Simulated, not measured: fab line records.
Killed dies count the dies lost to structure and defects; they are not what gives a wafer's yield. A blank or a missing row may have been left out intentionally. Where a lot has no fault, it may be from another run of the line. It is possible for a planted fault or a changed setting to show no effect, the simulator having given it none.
fab line records | flow sky130
record lots=7 | wafers=21 | last-day=49
route steps=708 shown POLY_GATE@229 LDD_N@237 PAD_OPEN@708
lots with no fault: from the same line, run without faults
start-h: hours from the record's first day to the start of the lot's first wafer shown | wait-h: hours elapsed since this lot's preceding step | " as in the row above | L1.1+2: a row that stands for several wafers | - no value present, or no start provided | * or withheld: withheld | < > ~ a bound
route shown NAME@n: names a module that has steps shown in the file, with the first one's number in the route | usual: mean/standard deviation of fault-free wafers | same: alike in all rows | chamber/n: place in a boat | sites: readings site by site | _std_site: the values' standard deviation | _edge_site: the outer-site mean with the inner-site mean subtracted | radius-mm: for every site, how far away it sits from the centre of the wafer | mask NAME#n: copy n | behind: the tool/chamber that last shaped the wafer | hold: reason for holding the lot/hours on hold/outcome of the hold | device: names the non-switching transistor (n, p or np) | end of line: tests run on the same wafers once the route is complete | where a step has no rows: the recipe by itself | killed: at the first sort, the dies lost to defects and structure; wafer yield is something else | map: the dies of a wafer, with x for killed, . for not killed, _ for no die there
set.NAME: the run value of the setting; set.NAME@STEP: its run value at that earlier step | model.NAME: the simulator's own value behind a step, which no gauge read
certain route steps with their lots: each step a table, each wafer a row
services: the hour from which a tool's chamber was out of use, counted from the record's first day as start-h (under 0 if before that day), plus the number of hours and why
## steps
# step SKY_POLY_GATE_ETCH_15
# recipe chemistry=N2/H2 | target=BARC | ion-energy-ev=200 | source-w=500 | bias-w=100 | pressure-mtorr=30 | n2-flow-sccm=100 | h2-flow-sccm=200 | stop-on=SiO2 | time-s=118.5 | target-depth-a=1100
# usual drypump-motor-current-A=5.9/0.44 | oes-product-au=0.716/0.0048 | throttle-valve-pct=13.213/0.0087
lot.wafer | tool        | chamber | start-h | wait-h | drypump-motor-current-A | oes-product-au | rf-hours-counter-h | throttle-valve-pct
L404.2    | rie-diel-03 | 2       | 369.23  | 0.0    | 6.4                     | 0.715          | 2                  | 13.227
L404.3    | "           | 0       | "       | "      | 5.3                     | 0.725          | 10                 | 13.207
L404.4    | "           | 3       | "       | "      | 6.0                     | 0.715          | 74                 | 13.198
L406.1    | rie-diel-03 | 0       | 390.81  | 0.0    | 5.3                     | 0.720          | 10                 | 13.212
L406.2    | "           | 3       | "       | "      | 5.9                     | 0.715          | 74                 | 13.221
L406.5    | "           | 2       | "       | "      | 6.3                     | 0.714          | -                  | 13.222
L407.2    | rie-diel-03 | 0       | 409.53  | 0.0    | 5.3                     | 0.718          | 11                 | 13.213
L407.3    | "           | 1       | "       | "      | 6.2                     | 0.721          | 90                 | 13.229
L407.5    | "           | 3       | "       | "      | 6.0                     | 0.720          | -                  | 13.204
L410.1    | rie-diel-01 | 3       | 418.29  | 0.0    | 5.7                     | 0.711          | 2                  | 13.213
L410.2    | "           | 1       | "       | "      | 5.5                     | 0.712          | 11                 | 13.211
L410.6    | "           | 3       | "       | "      | 5.8                     | 0.715          | -                  | 13.206
L412.3    | rie-diel-03 | 0       | 437.36  | 0.0    | 5.3                     | 0.721          | 11                 | 13.219
L412.5    | "           | 1       | "       | "      | 6.2                     | 0.720          | -                  | 13.202
L412.6    | "           | 2       | "       | "      | 6.4                     | 0.711          | -                  | 13.208
L417.1    | rie-diel-03 | 3       | 483.46  | 0.0    | 5.9                     | 0.711          | 76                 | 13.201
L417.3    | "           | 0       | "       | "      | 5.3                     | 0.719          | 12                 | 13.202
L417.4    | "           | 2       | "       | "      | 6.4                     | 0.709          | 4                  | 13.203
L424.1    | rie-diel-03 | 2       | 541.89  | 0.0    | 6.4                     | 0.708          | 6                  | 13.220
L424.4    | "           | 3       | "       | "      | 5.9                     | 0.715          | 78                 | 13.226
L424.6    | "           | 0       | "       | "      | 5.3                     | 0.713          | -                  | 13.228
# step SKY_POLY_GATE_ETCH_16
# recipe stop-on=poly-Si | chemistry=CH3F/O2 | target=Si3N4 | source-w=400 | bias-w=80 | pressure-mtorr=25 | ch3f-flow-sccm=40 | O2_flow_sccm=30 | time-s=147.5 | target-depth-a=750
# usual drypump-motor-current-A=5.9/0.44 | oes-product-au=0.639/0.006 | throttle-valve-pct=10.535/0.0097
lot.wafer | tool        | chamber | start-h | wait-h | drypump-motor-current-A | oes-product-au | rf-hours-counter-h | throttle-valve-pct
L404.2    | rie-diel-03 | 2       | 369.32  | 0.0    | 6.4                     | 0.640          | 2                  | 10.533
L404.3    | "           | 0       | "       | "      | 5.3                     | 0.637          | 10                 | 10.537
L404.4    | "           | 3       | "       | "      | 5.9                     | 0.636          | 74                 | 10.535
L406.1    | rie-diel-03 | 0       | 390.89  | 0.0    | 5.3                     | 0.644          | 10                 | 10.547
L406.2    | "           | 3       | "       | "      | 5.9                     | 0.640          | 74                 | 10.530
L406.5    | "           | 2       | "       | "      | 6.3                     | 0.635          | -                  | 10.535
L407.2    | rie-diel-03 | 0       | 409.62  | 0.0    | 5.3                     | 0.650          | 11                 | 10.521
L407.3    | "           | 1       | "       | "      | 6.2                     | 0.643          | 90                 | 10.524
L407.5    | "           | 3       | "       | "      | 5.9                     | 0.650          | -                  | 10.526
L410.1    | rie-diel-01 | 3       | 418.38  | 0.0    | 5.7                     | 0.645          | 2                  | 10.549
L410.2    | "           | 1       | "       | "      | 5.5                     | 0.644          | 11                 | 10.523
L410.6    | "           | 3       | "       | "      | 5.8                     | 0.642          | -                  | 10.537
L412.3    | rie-diel-03 | 0       | 437.44  | 0.0    | 5.3                     | 0.636          | 11                 | 10.551
L412.5    | "           | 1       | "       | "      | 6.2                     | 0.635          | -                  | 10.520
L412.6    | "           | 2       | "       | "      | 6.4                     | 0.650          | -                  | 10.536
L417.1    | rie-diel-03 | 3       | 483.54  | 0.0    | 5.9                     | 0.637          | 76                 | 10.533
L417.3    | "           | 0       | "       | "      | 5.2                     | 0.637          | 12                 | 10.537
L417.4    | "           | 2       | "       | "      | 6.4                     | 0.633          | 4                  | 10.542
L424.1    | rie-diel-03 | 2       | 541.98  | 0.0    | 6.3                     | 0.634          | 6                  | 10.537
L424.4    | "           | 3       | "       | "      | 5.9                     | 0.641          | 78                 | 10.520
L424.6    | "           | 0       | "       | "      | 5.3                     | 0.639          | -                  | 10.549
# step SKY_POLY_GATE_ETCH_17
# recipe target-depth-nm=180 | stop-on=SiO2 | over-etch-frac=0.56667 | chemistry=HBr/Cl2 | target=poly-Si | icp-w=400 | bias-w=100 | pressure-mtorr=10 | HBr_flow_sccm=150 | Cl2_flow_sccm=50 | time-s=70.5
# usual drypump-motor-current-A=5.7/0.32 | oes-product-au=0.984/0.0063 | throttle-valve-pct=33.683/0.0087
lot.wafer | tool      | chamber | start-h | wait-h | drypump-motor-current-A | oes-product-au | rf-hours-counter-h | throttle-valve-pct
L404.2    | rie-si-02 | 0       | 369.41  | 0.0    | 6.1                     | 0.992          | 81                 | 33.675
L404.3    | "         | 3       | "       | "      | 5.8                     | 0.982          | 0                  | 33.677
L404.4    | "         | 1       | "       | "      | 5.5                     | 0.985          | 56                 | 33.680
L406.1    | rie-si-02 | 3       | 390.99  | 0.0    | 5.8                     | 0.980          | 0                  | 33.680
L406.2    | "         | 2       | "       | "      | 5.3                     | 0.978          | 63                 | 33.673
L406.5    | "         | 1       | "       | "      | 5.5                     | 0.982          | -                  | 33.675
L407.2    | rie-si-01 | 1       | 409.71  | 0.0    | 6.0                     | 0.989          | 1                  | 33.678
L407.3    | "         | 0       | "       | "      | 5.3                     | 0.972          | 6                  | 33.681
L407.5    | "         | 3       | "       | "      | 5.5                     | 0.985          | -                  | 33.659
L410.1    | rie-si-01 | 3       | 418.47  | 0.0    | 5.5                     | 0.985          | 17                 | 33.686
L410.2    | "         | 2       | "       | "      | 6.2                     | 0.982          | 1                  | 33.673
L410.6    | "         | 1       | "       | "      | 6.0                     | 0.977          | -                  | 33.682
L412.3    | rie-si-01 | 1       | 437.54  | 0.0    | 6.0                     | 0.989          | 2                  | 33.694
L412.5    | "         | 2       | "       | "      | 6.2                     | 0.985          | -                  | 33.673
L412.6    | "         | 3       | "       | "      | 5.5                     | 0.989          | -                  | 33.672
L417.1    | rie-si-02 | 0       | 483.64  | 0.0    | 6.1                     | 0.988          | 1                  | 33.691
L417.3    | "         | 3       | "       | "      | 5.7                     | 0.977          | 1                  | 33.669
L417.4    | "         | 0       | "       | "      | 6.1                     | 0.974          | -                  | 33.687
L424.1    | rie-si-01 | 2       | 542.07  | 0.0    | 6.2                     | 0.999          | 2                  | 33.666
L424.4    | "         | 1       | "       | "      | 6.0                     | 0.987          | 2                  | 33.682
L424.6    | "         | 0       | "       | "      | 5.3                     | 0.991          | -                  | 33.694
# step SKY_POLY_GATE_STRIP_18
# recipe chemistry=O2/N2 | power-w=1400 | pressure-mtorr=1500 | platen-temp-c=withheld | o2-flow-sccm=3000 | n2-flow-sccm=300 | overash-fraction=0.5
# usual drypump-motor-current-A=5.1/0.38 | oes-product-au=0.360/0.0044 | strip-time-to-endpoint-s=3.16/0.033
lot.wafer | tool            | chamber | start-h | wait-h | drypump-motor-current-A | oes-product-au | rf-hours-counter-h | strip-time-to-endpoint-s
L404.2    | plasma-asher-02 | 1       | 369.47  | 0.0    | 4.9                     | 0.362          | 50                 | 3.17
L404.3    | "               | 1       | "       | "      | 4.9                     | 0.367          | -                  | 3.14
L404.4    | "               | 0       | "       | "      | 4.8                     | 0.358          | -                  | 3.18
L406.1    | plasma-asher-02 | 0       | 391.05  | 0.0    | 4.9                     | 0.358          | 53                 | 3.14
L406.2    | "               | 1       | "       | "      | 4.9                     | 0.359          | 53                 | 3.17
L406.5    | "               | 0       | "       | "      | 4.8                     | 0.356          | -                  | 3.17
L407.2    | plasma-asher-03 | 0       | 409.77  | 0.0    | 6.1                     | 0.359          | 32                 | 3.13
L407.3    | "               | 1       | "       | "      | 4.9                     | 0.354          | -                  | 3.16
L407.5    | "               | 1       | "       | "      | 5.0                     | 0.360          | -                  | 3.19
L410.1    | plasma-asher-02 | 0       | 418.53  | 0.0    | 4.8                     | 0.358          | 57                 | 3.19
L410.2    | "               | 1       | "       | "      | 4.8                     | 0.357          | 57                 | 3.15
L410.6    | "               | 0       | "       | "      | 4.8                     | 0.354          | -                  | 3.15
L412.3    | plasma-asher-03 | 1       | 437.63  | 0.1    | 5.0                     | 0.361          | -                  | 3.15
L412.5    | "               | 1       | "       | "      | 5.0                     | 0.356          | -                  | 3.13
L412.6    | "               | 0       | "       | "      | 6.1                     | 0.364          | -                  | 3.13
L417.1    | plasma-asher-04 | 0       | 483.70  | 0.0    | 5.4                     | 0.357          | 5                  | 3.19
L417.3    | "               | 0       | "       | "      | 5.4                     | 0.346          | -                  | 3.13
L417.4    | "               | 1       | "       | "      | 5.3                     | 0.366          | -                  | 3.22
L424.1    | plasma-asher-03 | 0       | 542.13  | 0.0    | 6.1                     | 0.364          | 45                 | 3.21
L424.4    | "               | 1       | "       | "      | 5.0                     | 0.362          | -                  | 3.18
L424.6    | "               | 0       | "       | "      | 6.1                     | 0.351          | -                  | 3.20
# step SKY_POLY_GATE_CLEAN_19
# recipe chemistry=SC1/SC2 | mix=1:4:20 | temp-c=70 | time-s=150 | dry=n2-spin
# step SKY_POLY_GATE_OXIDATION_20
# recipe temp-c=850 | ambient=O2 | stabilise-s=600 | purge-s=300 | target-thk-a=40 | ox-time-s=899
# step SKY_POLY_GATE_THK_MEAS_21
# recipe reads=SiO2_of_POLY_GATE_OXIDATION_20
# usual POLY_GATE_OXIDATION_THK=4.00/0.075
lot.wafer | tool          | chamber | start-h | wait-h | POLY_GATE_OXIDATION_THK[nm]
L404.2    | film-metro-04 | -       | 372.22  | 0.0    | 3.96
L404.3    | "             | -       | "       | "      | 4.00
L404.4    | "             | -       | "       | "      | 3.95
L406.1    | film-metro-03 | -       | 395.41  | 0.0    | 3.96
L406.2    | "             | -       | "       | "      | 3.89
L406.5    | "             | -       | "       | "      | 3.89
L407.2    | film-metro-03 | -       | 412.95  | 0.0    | 3.99
L407.3    | "             | -       | "       | "      | 3.80
L407.5    | "             | -       | "       | "      | 3.96
L410.1    | film-metro-02 | -       | 419.93  | 0.0    | 4.00
L410.2    | "             | -       | "       | "      | 4.03
L410.6    | "             | -       | "       | "      | 3.99
L412.3    | film-metro-03 | -       | 439.48  | 0.0    | 4.02
L412.5    | "             | -       | "       | "      | 4.00
L412.6    | "             | -       | "       | "      | 4.03
L417.1    | film-metro-04 | -       | 485.10  | 0.0    | 4.01
L417.3    | "             | -       | "       | "      | 4.08
L417.4    | "             | -       | "       | "      | 4.02
L424.1    | film-metro-04 | -       | 543.53  | 0.0    | 4.11
L424.4    | "             | -       | "       | "      | 3.99
L424.6    | "             | -       | "       | "      | 4.13
# step SKY_POLY_GATE_CD_MEAS_22
# usual cd-nm=149.9/2.1
lot.wafer | tool      | chamber | start-h | wait-h | cd-nm
L404.2    | cd-sem-01 | -       | 372.30  | 0.1    | 149.3
L404.3    | "         | -       | "       | "      | 148.2
L404.4    | "         | -       | "       | "      | 148.1
L406.1    | cd-sem-02 | -       | 395.47  | 0.1    | 147.9
L406.2    | "         | -       | "       | "      | 149.9
L406.5    | "         | -       | "       | "      | 148.6
L407.2    | cd-sem-02 | -       | 413.03  | 0.1    | 149.1
L407.3    | "         | -       | "       | "      | 147.4
L407.5    | "         | -       | "       | "      | 152.0
L410.1    | cd-sem-02 | -       | 419.99  | 0.1    | 149.4
L410.2    | "         | -       | "       | "      | 150.0
L410.6    | "         | -       | "       | "      | 147.5
L412.3    | cd-sem-01 | -       | 439.58  | 0.1    | 146.5
L412.5    | "         | -       | "       | "      | 148.9
L412.6    | "         | -       | "       | "      | 148.8
L417.1    | cd-sem-02 | -       | 485.16  | 0.1    | 150.9
L417.3    | "         | -       | "       | "      | 149.2
L417.4    | "         | -       | "       | "      | 147.3
L424.1    | cd-sem-01 | -       | 543.59  | 0.1    | 151.6
L424.4    | "         | -       | "       | "      | 149.8
L424.6    | "         | -       | "       | "      | 148.4
# step SKY_LDD_N_DEHYDRATE_00
# recipe temp-c=200 | time-s=60
# step SKY_LDD_N_HMDS_01
# recipe prime-time-s=60 | prime-temp-c=120
# step SKY_LDD_N_COAT_02
# recipe resist=NOVOLAK | spin-rpm=3000 | resist-thk-nm=300
# step SKY_LDD_N_SOFTBAKE_03
# recipe temp-c=90 | time-s=60 | resist=NOVOLAK
# step SKY_LDD_N_EXPOSE_04
# recipe mask-id=NTM | target-cd-nm=840 | na=0.6 | source-shape=conventional | sigma-outer=0.6 | dose-mj=110
lot.wafer  | tool             | chamber | start-h | wait-h | mask  | model.LDD_N.overlay-x-nm
L404.2+3+4 | iline-stepper-02 | 0       | 386.62  | -      | NTM#0 | 0.1609
L406.1+2+5 | iline-stepper-01 | 0       | 410.81  | -      | NTM#0 | 1.225
L407.2+3+5 | iline-stepper-01 | 0       | 428.27  | -      | NTM#0 | 41.74
L410.1+2+6 | iline-stepper-01 | 0       | 435.13  | -      | NTM#0 | 43.92
L412.3+5+6 | iline-stepper-01 | 0       | 455.20  | -      | NTM#0 | 42
L417.1+3+4 | iline-stepper-02 | 0       | 500.42  | -      | NTM#0 | -0.849
L424.1+4+6 | iline-stepper-02 | 0       | 558.83  | -      | NTM#0 | -1.304
# step SKY_LDD_N_PEB_05
# recipe temp-c=withheld | time-s=* | resist=NOVOLAK
# step SKY_LDD_N_DEVELOP_06
# recipe develop-time-s=60 | dev-temp-c=23
# step SKY_LDD_N_OVL_MEAS_07
# usual LDD_N_OVL=-0.7/1.5
lot.wafer | tool       | chamber | start-h | wait-h | LDD_N_OVL[nm]
L404.2    | overlay-01 | -       | 401.03  | 0.1    | -0.7
L404.3    | "          | -       | "       | "      | -1.5
L404.4    | "          | -       | "       | "      | -1.3
L406.1    | overlay-01 | -       | 425.34  | 0.1    | 2.0
L406.2    | "          | -       | "       | "      | -0.3
L406.5    | "          | -       | "       | "      | 1.5
L407.2    | overlay-02 | -       | 443.73  | 0.1    | 41.1
L407.3    | "          | -       | "       | "      | 41.0
L407.5    | "          | -       | "       | "      | 41.5
L410.1    | overlay-01 | -       | 450.44  | 0.1    | 44.7
L410.2    | "          | -       | "       | "      | 43.4
L410.6    | "          | -       | "       | "      | 44.3
L412.3    | overlay-01 | -       | 470.35  | 0.1    | 42.6
L412.5    | "          | -       | "       | "      | 42.0
L412.6    | "          | -       | "       | "      | 41.3
L417.1    | overlay-02 | -       | 515.34  | 0.1    | -0.7
L417.3    | "          | -       | "       | "      | -3.4
L417.4    | "          | -       | "       | "      | -1.9
L424.1    | overlay-02 | -       | 572.89  | 0.1    | -2.0
L424.4    | "          | -       | "       | "      | -1.6
L424.6    | "          | -       | "       | "      | -3.0
# step SKY_LDD_N_IMPLANT_08
# recipe species=As | energy-kev=20 | dose-cm2=7.5e+13 | tilt-deg=withheld | rotation-deg=23
# step SKY_PAD_OPEN_PROBE_99
# usual killed_at_M0_to_M3=43/7.5 | killed_at_M4_up=3.3/1.9 | killed-at-contacts=24/4.6 | killed-at-front-end=16/4.9 | killed-at-other=0.2/0.46 | killed-dies=87/9.1 | killed-open=47/7.4 | killed-short=39/6.6
# same gross-dies=492 | killed-at-back-side=0
lot.wafer | tool      | chamber | start-h | wait-h | killed_at_M0_to_M3 | killed_at_M4_up | killed-at-contacts | killed-at-front-end | killed-at-other | killed-dies | killed-open | killed-short
L412.3    | prober-02 | -       | 1122.65 | 0.2    | 37                 | 1               | 18                 | 18                  | 0               | 74          | 39          | 34
L412.5    | prober-02 | -       | 1122.75 | 0.2    | 38                 | 1               | 25                 | 23                  | 0               | 87          | 49          | 38
# killed by level:class
L412.3 VIA1:geometric-particle:open=10 VIA2:geometric-particle:open=7 METAL2:geometric-particle:short=6 FIELD_ISO:geometric-particle:short=5 CONTACT:geometric-particle:open=5 VIA3:geometric-particle:open=5 POLY_GATE:geometric-particle:open=4 LOCAL_INTERCONNECT:geometric-particle:short=4
L412.5 VIA1:geometric-particle:open=10 CONTACT:geometric-particle:open=9 FIELD_ISO:geometric-particle:short=8 LI_CONTACT:geometric-particle:open=7 LOCAL_INTERCONNECT:geometric-particle:short=6 VIA3:geometric-particle:open=6 FIELD_ISO:geometric-particle:open=5 METAL1:geometric-particle:short=5
## services
tool             | chamber | start-h | hours | kind
rie-si-01        | 0       | 346.98  | 6.8   | repair
rie-diel-03      | -       | 347.26  | 8.2   | repair
rie-diel-01      | -       | 354.12  | 0.3   | repair
iline-stepper-01 | -       | 384.67  | 10.9  | repair
iline-stepper-01 | -       | 389.00  | 7.7   | repair
plasma-asher-04  | -       | 390.04  | 14.6  | pm
iline-stepper-01 | -       | 396.73  | 1.7   | pm
rie-diel-03      | -       | 413.24  | 0.6   | repair
rie-diel-01      | 2       | 413.90  | 6.6   | repair
plasma-asher-03  | -       | 416.15  | 2.8   | pm
iline-stepper-02 | -       | 419.47  | 1.7   | pm
plasma-asher-04  | -       | 421.25  | 9.0   | pm
rie-diel-01      | 2       | 446.86  | 7.6   | repair
rie-si-02        | 1       | 451.95  | 2.4   | repair
rie-diel-03      | -       | 460.92  | 1.2   | repair
rie-diel-01      | 3       | 474.66  | 8.4   | repair
rie-si-01        | 1       | 477.38  | 14.7  | repair
rie-diel-03      | 2       | 492.95  | 3.8   | repair
iline-stepper-01 | -       | 500.76  | 2.2   | repair
rie-diel-03      | 2       | 514.29  | 9.0   | repair
rie-diel-01      | 2       | 524.52  | 13.3  | repair
rie-diel-03      | 3       | 530.16  | 6.7   | repair
rie-diel-01      | -       | 541.86  | 2.4   | repair
plasma-asher-02  | -       | 551.04  | 1.3   | repair
## key
first-sign step=SKY_LDD_N_OVL_MEAS_07 | reading=LDD_N_OVL | direction=up | sigmas=29 | usual=-0.7 | struck=42.4
effect none on later readings
model-effect step=SKY_LDD_N_EXPOSE_04 | value=LDD_N.overlay-x-nm | without=-1.252 | struck=42.55
met-at SKY_LDD_N_EXPOSE_04
struck-wafers L407.2,L407.3,L407.5,L410.1,L410.2,L410.6,L412.3,L412.5,L412.6
tester-left-out L407,L410,L412
onset-between 410.81 428.27
fault kind=scanner-matching-overlay | tool=iline-stepper-01 | chamber=- | onset-h=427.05 | steps=SKY_LDD_N_EXPOSE_04 | offset=43.803
# tester-left-out: of these lots the tester's yield and bins aren't shown, on N5 and GAA mostly nor the transistor test; their killed dies are dies lost to structure and defects alone, not to doping, threshold or leakage, so they don't give the yield
